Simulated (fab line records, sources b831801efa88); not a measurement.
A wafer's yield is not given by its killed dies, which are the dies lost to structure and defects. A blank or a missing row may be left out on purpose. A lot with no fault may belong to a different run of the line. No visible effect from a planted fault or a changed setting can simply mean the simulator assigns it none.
What tool caused it? / flow sky130 / Sampling: 7 lots, 21 wafers, 2 of 708 route steps

== WHAT THE GAUGES READ, wafer by wafer ==
SKY_NWELL_TW_MEAS_26.
lot=L300; measured=day 5 14:49; on=filmMetro-02; NWELL_2_TW=499.0 498.5 495.7
lot=L302; measured=day 5 22:57; on=filmMetro-02; NWELL_2_TW=494.9 495.4 494.5
lot=L304; measured=day 6 12:25; on=filmMetro-02; NWELL_2_TW=494.3 496.3 494.6
lot=L307; measured=day 7 05:59; on=filmMetro-04; NWELL_2_TW=500.1 500.8 498.1
lot=L310; measured=day 8 02:52; on=filmMetro-02; NWELL_2_TW=498.6 495.1 496.8
lot=L312; measured=day 8 18:41; on=filmMetro-02; NWELL_2_TW=496.6 496.3 497.0
lot=L316; measured=day 9 18:09; on=filmMetro-02; NWELL_2_TW=478.8 492.0 494.3

== TOOL THAT RAN EACH LOT (tool first, then ch and the chambers of the sampled wafers, then the start) ==
lot=L300; SKY_NWELL_IMPLANT_24=implanter-03 ch 0, day 5 14:37
lot=L302; SKY_NWELL_IMPLANT_24=implanter-01 ch 0, day 5 22:42
lot=L304; SKY_NWELL_IMPLANT_24=implanter-04 ch 0, day 6 12:10
lot=L307; SKY_NWELL_IMPLANT_24=implanter-04 ch 0, day 7 05:44
lot=L310; SKY_NWELL_IMPLANT_24=implanter-01 ch 0, day 8 02:37
lot=L312; SKY_NWELL_IMPLANT_24=implanter-03 ch 0, day 8 18:26
lot=L316; SKY_NWELL_IMPLANT_24=implanter-03 ch 0, day 9 17:54
- SKY_NWELL_IMPLANT_24

== THE ANSWER, worked out from the rows above alone ==
Rule: what is usual is taken from the lots themselves. The widest of any qualifying gaps counts: lots, ordered by their means at a reading, are off when they make up no more than a third of the lots, leave a main group of 4 or more, and stand apart from it by 3 or more times the standard deviation of that group's means. The tables above print the reading to a certain number of digits; a main group whose means all agree to those digits is not used. Also off: a lot with no number at a reading for which 4 or more lots have one. All remaining lots with rows at the step are treated as sound.
Off: L316, seen at SKY_NWELL_TW_MEAS_26 (NWELL_2_TW). The main group: mean 496.8, standard deviation 1.6.
If a tool, at a process step before that reading, ran all the lots that are off and no sound lot after the first of them, it fits. The gauges at SKY_NWELL_TW_MEAS_26 are tried like those tools. Can't be told from this: 2 tools fit, implanter-03 at SKY_NWELL_IMPLANT_24, filmMetro-02 at SKY_NWELL_TW_MEAS_26.

== WHAT THE SIMULATOR HAD INSERTED ==
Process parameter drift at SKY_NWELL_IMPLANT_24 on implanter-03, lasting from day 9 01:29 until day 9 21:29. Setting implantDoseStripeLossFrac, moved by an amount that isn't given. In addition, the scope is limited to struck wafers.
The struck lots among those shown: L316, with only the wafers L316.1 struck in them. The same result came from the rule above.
